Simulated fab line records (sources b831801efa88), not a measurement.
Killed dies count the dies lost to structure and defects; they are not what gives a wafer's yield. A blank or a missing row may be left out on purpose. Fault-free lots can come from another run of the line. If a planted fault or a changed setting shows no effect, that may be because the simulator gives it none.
A lot that was struck, set against a sound lot | flow sky130 | 22 out of 708 route steps
Sound: these wafers, L877.2, L877.3, L877.6. Struck: wafer L872.6 (left out: L872.4, a lot-mate that was not struck); the cause follows at the end.
Order at every step that has rows: each side's tool, ch and its chambers, its first start. Under that, the readings that differ: sound wafers | struck wafers | difference of the means | sigmas: that difference in standard deviations of wafers without a fault.
alike: readings with means less than 2 such deviations apart, plus words and numbers identical on both sides. not compared: withheld readings, readings lacking a value on some wafer, bounds such as >300 that could conceal the same value, and numbers that have no deviation in the record and whose values overlap.
Wherever a step has rows on one side only, a row that says differs or no value, or a row with sigmas, the two part there. When numbers do not overlap yet have no deviation, they are printed without sigmas and do not part them. A reading that every wafer of one side lacks parts them only if that side has two wafers or more.

first, 4 steps without rows for these wafers: SKY_NWELL_SOFTBAKE_06; SKY_NWELL_EXPOSE_07 (exposes mask NWM, target cd 840 nm); SKY_NWELL_PEB_08; SKY_NWELL_DEVELOP_09 (develop time 60 s).
SKY_NWELL_OVL_MEAS_10:
  sound on overlay-02 at day 8 22:35; struck on overlay-01 at day 7 19:40
  alike: NWELL_00_OVL
then, 3 steps without rows for these wafers: SKY_NWELL_IMPLANT_11; SKY_NWELL_IMPLANT_12; SKY_NWELL_IMPLANT_13.
SKY_NWELL_STRIP_14: strips in O2/N2.
  sound on plasma-asher-01 ch 0,1, day 8 23:04; struck on plasma-asher-03 ch 0, day 7 20:10
  alike: drypump-motor-current-A, oes-product-au, strip-time-to-endpoint-s
  not compared: rf-hours-counter-h
SKY_NWELL_TW_MEAS_15:
  sound on film-metro-01 at day 8 23:10; struck on film-metro-04 at day 7 20:16
  reading  | sound          | struck | difference | sigmas
  NWELL_TW | 1827 1832 1814 | 1856   | +32        | +2
then, 2 steps without rows for these wafers: SKY_NWELL_DEHYDRATE_16 (time 60 s); SKY_NWELL_HMDS_17 (prime time 60 s).
SKY_NWELL_COAT_18: resist thk 3000 nm.
  sound on litho-track-01 ch 0, day 9 09:01; struck on litho-track-02 ch 0, day 8 05:51
  reading                                 | sound          | struck | difference | sigmas
  exhaust-pa (Pa)                         | 46.2 46.2 44.8 | 44.1   | -1.6       | -2
  model.coat_of_NWELL_COAT_18.thk-nm (nm) | 2990 2984 2984 | 1798   | -1188      |
then, 3 steps without rows for these wafers: SKY_NWELL_SOFTBAKE_19; SKY_NWELL_EXPOSE_20 (exposes mask NWM COMPLEMENT, target cd 840 nm); SKY_NWELL_PEB_21.
SKY_NWELL_DEVELOP_22: develop time 60 s.
  sound on litho-track-02 ch 0; struck on litho-track-02 ch 0
  reading                                 | sound          | struck | difference | sigmas
  model.coat_of_NWELL_COAT_18.thk-nm (nm) | 2986 2979 2980 | 1793   | -1189      |
  alike: exhaust-pa
SKY_NWELL_OVL_MEAS_23:
  sound on overlay-01 at day 9 18:50; struck on overlay-01 at day 8 15:44
  alike: NWELL_01_OVL
following that, these wafers have no rows for 1 step: SKY_NWELL_IMPLANT_24.
SKY_NWELL_STRIP_25: strips in O2/N2.
  sound on plasma-asher-04 ch 0, day 9 19:01; struck on plasma-asher-03 ch 0, day 8 15:56
  reading                      | sound             | struck | difference | sigmas
  strip-time-to-endpoint-s (s) | 36.79 36.72 36.73 | 22.96  | -13.79     | -99 or more
  alike: drypump-motor-current-A, oes-product-au
  not compared: rf-hours-counter-h
SKY_NWELL_TW_MEAS_26:
  sound on film-metro-02 at day 9 19:07; struck on film-metro-01 at day 8 16:02
  alike: NWELL_2_TW
-- the record jumps here: 40 days lie between the struck wafers' starts before and after (it left off in module NWELL and takes up again in module PAD_OPEN, whose first step shown is number 708 of the route) --
SKY_PAD_OPEN_PROBE_99:
  sound on prober-01 at day 50 06:39; struck on prober-02 at day 48 15:51
  reading                                 | sound                         | struck    | difference | sigmas
  killed-open                             | 43 59 58                      | 38        | -15        | -2
  model.etest.nfet_16v.r-on-ohm-um        | 1.4e+04 1.406e+04 1.404e+04   | 1.45e+04  | +4.67e+02  |
  model.etest.pfet_16v.r-on-ohm-um        | 1.532e+04 1.523e+04 1.578e+04 | 1.471e+04 | -7.333e+02 |
  model.etest.res-iso-pwell.width-nm (nm) | 2624 2648 2636                | 2736      | +100       |
  model.etest.res-nwell.width-nm (nm)     | 846 851.7 854.4               | 801.9     | -48.8      |
  model.etest.pfet_16v.drive-ua-um        | 248.2 247.7 242.9             | 262.7     | +16.4      |
  alike: killed_at_M0_to_M3, killed_at_M4_up, killed-at-contacts, killed-at-front-end, killed-at-other, killed-dies, killed-short

WHERE THEY PART
At SKY_NWELL_TW_MEAS_15 first; at SKY_PAD_OPEN_PROBE_99 last (within this record only).

WHY: the cause the simulator had injected
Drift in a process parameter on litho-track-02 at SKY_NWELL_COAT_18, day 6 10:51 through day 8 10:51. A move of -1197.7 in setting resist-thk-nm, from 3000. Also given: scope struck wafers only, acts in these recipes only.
